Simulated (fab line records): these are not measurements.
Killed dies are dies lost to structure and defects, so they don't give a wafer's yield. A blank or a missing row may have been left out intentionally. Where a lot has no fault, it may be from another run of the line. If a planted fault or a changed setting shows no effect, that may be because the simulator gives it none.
Chamber matching	flow sky130	SKY_VIA2_HDPCVD_00 on hdpcvd-01: 3 sister chambers
The step deposits SiO2, target thk 1180 nm, time 196.7 s. 17 wafers are shown with their chamber, then 8 later ones without.

== WAFERS PAIRED WITH THEIR CHAMBERS ==
wafer	chamber	run_length_s (s)	pressure_mtorr (mTorr)
L773.2	2	223.4	6.014
L773.3	1	224.3	5.996
L773.4	2	223.9	6.020
L775.1	1	224.2	6.001
L775.5	1	224.5	6.017
L775.6	0	224.7	5.979
L780.5	2	223.5	6.004
L780.6	1	224.4	5.993
L783.5	2	223.8	5.992
L783.6	1	224.1	5.990
L790.3	2	224.6	5.990
L790.4	2	224.3	5.991
L790.6	0	225.4	6.007
L791.1	2	223.4	6.024
L791.4	1	223.8	5.976
L791.5	0	224.5	6.003
L792.1	1	223.9	5.985

SIGNATURES (averages over the wafers above)
reading	chamber 0	chamber 1	chamber 2	scatter within a chamber
run_length_s	224.867	224.171	223.843	0.391
pressure_mtorr	5.99633	5.99400	6.00500	0.0139
Rule: for a wafer and a chamber, the distance is found by dividing, reading by reading, the gap between the wafer's reading and the chamber's mean by the reading's scatter, squaring, summing and taking the root. The wafer belongs to the nearest chamber; if the next one is less than 2 further off, it can't be placed. The scatter is the square root of a quotient: the sum, over the shown wafers, of each reading's squared deviation from its chamber's mean, divided by wafers minus chambers.

== WAFERS WHOSE CHAMBER IS MISSING ==
wafer	run_length_s (s)	pressure_mtorr (mTorr)
L792.5	224.6	5.993
L792.6	224.3	6.017
L793.2	224.0	5.999
L793.3	224.0	5.997
L793.6	223.8	5.980
L794.1	225.1	6.000
L794.4	223.8	5.995
L794.6	224.5	5.987

== CHAMBER TAKEN BY EACH ==
wafer	from the rows above	in truth
L792.5	can't be placed: 0 or 1 or 2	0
L792.6	can't be placed: 2 or 1 or 0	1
L793.2	can't be placed: 1 or 2 or 0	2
L793.3	can't be placed: 1 or 2 or 0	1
L793.6	can't be placed: 1 or 2 or 0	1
L794.1	can't be placed: 0 or 1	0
L794.4	can't be placed: 2 or 1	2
L794.6	can't be placed: 1 or 0 or 2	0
Correctly placed: 0 of 8. Not placeable from these rows: 8 (in 8, the candidates include the true chamber). Number placed wrongly: 0.
